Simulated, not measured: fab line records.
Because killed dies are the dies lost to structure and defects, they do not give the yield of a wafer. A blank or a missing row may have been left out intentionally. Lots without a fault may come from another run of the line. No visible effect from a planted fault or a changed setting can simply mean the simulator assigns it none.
Problem report in the 8D (eight disciplines) form, filled by code    flow gf180mcu    the parts of the form that need people (team, actions taken, sign-off) are left out

## 1. WHAT WENT WRONG
biasW at GF_V4_ETCH_17 reads a mean of 1160 W on 6 wafers of 2 lots; wafers without a fault read 1201 W with a standard deviation of 4.2. That puts it -9.9 standard deviations away from the usual mean.
The step: etches SiO2 in C4F8/O2/Ar, stops on TiN, target depth 630 nm.
Seen first at day 27 11:00 on rieDiel-02, wafer L355.3. At this step, 39 wafers from 13 lots have a number in the record. Rule for "out", or "out of limits": more than 4 standard deviations from the usual mean. The other wafers with a number count as sound.

## 2. WHAT IT IS, WHAT IT ISN'T
question                     is                      is not
which readings at this step  biasW                   oesProductAu
which lots                   L355, L356              L348, L350, L351, L352, L353, L354, L364, L365, L366, L367, L369
which wafers of those lots   all that have a number  -
read on which tools          rieDiel-02              rieDiel-03, rieDiel-04
when                         from day 27 11:00       up to then (18 sound wafers); but 15 sound wafers of L364, L365, L366, L367, L369 came after

## 3. SUSPECTS, AND WHAT RULES EACH OUT
Counting: a tool at any process step up to the reading remains a suspect when it ran all the lots that are out and ran no sound lot after the first of those.
- rieDiel-02 at GF_V4_ETCH_17 (etches SiO2 in C4F8/O2/Ar, stops on TiN, target depth 630 nm): ruled out as a lasting fault. After its first lot that is out, L355 (day 27 11:00), sound lots L364, L365 ran on it.
Left after counting: nothing in the record.

## 4. THE CAUSE (what the simulator had put in)
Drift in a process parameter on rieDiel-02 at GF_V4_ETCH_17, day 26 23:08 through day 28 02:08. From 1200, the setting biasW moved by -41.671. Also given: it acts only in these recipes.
Counting ruled it out, wrongly.

## 5. THE CHAIN OF EFFECTS, in route order
Rows list readings where the struck wafers' mean (over those with a number) sits beyond 3 standard deviations from the usual. Readings are gone through only where the record gives a usual standard deviation; hours: the median, over the lots, of the time from a lot's start at the first step in this table giving one to that lot's start at this step; sigmas: the change measured in usual standard deviations.
hours  step           reading  usual   on struck wafers  change  sigmas
0      GF_V4_ETCH_17  biasW    1201 W  1160              -42     -9.9
Here are the process steps it includes:
- GF_V4_ETCH_17: etches SiO2 in C4F8/O2/Ar, stops on TiN, target depth 630 nm.
At these later measuring or inspecting steps, every struck wafer for which the step has a row has a number for every such reading, and none has moved that far: GF_V5_THK_MEAS_25.

## 6. HOW IT WOULD HAVE BEEN CAUGHT EARLIER
In this record the first reading out of limits was taken at day 27 11:00, 12 hours after the fault began at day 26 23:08.
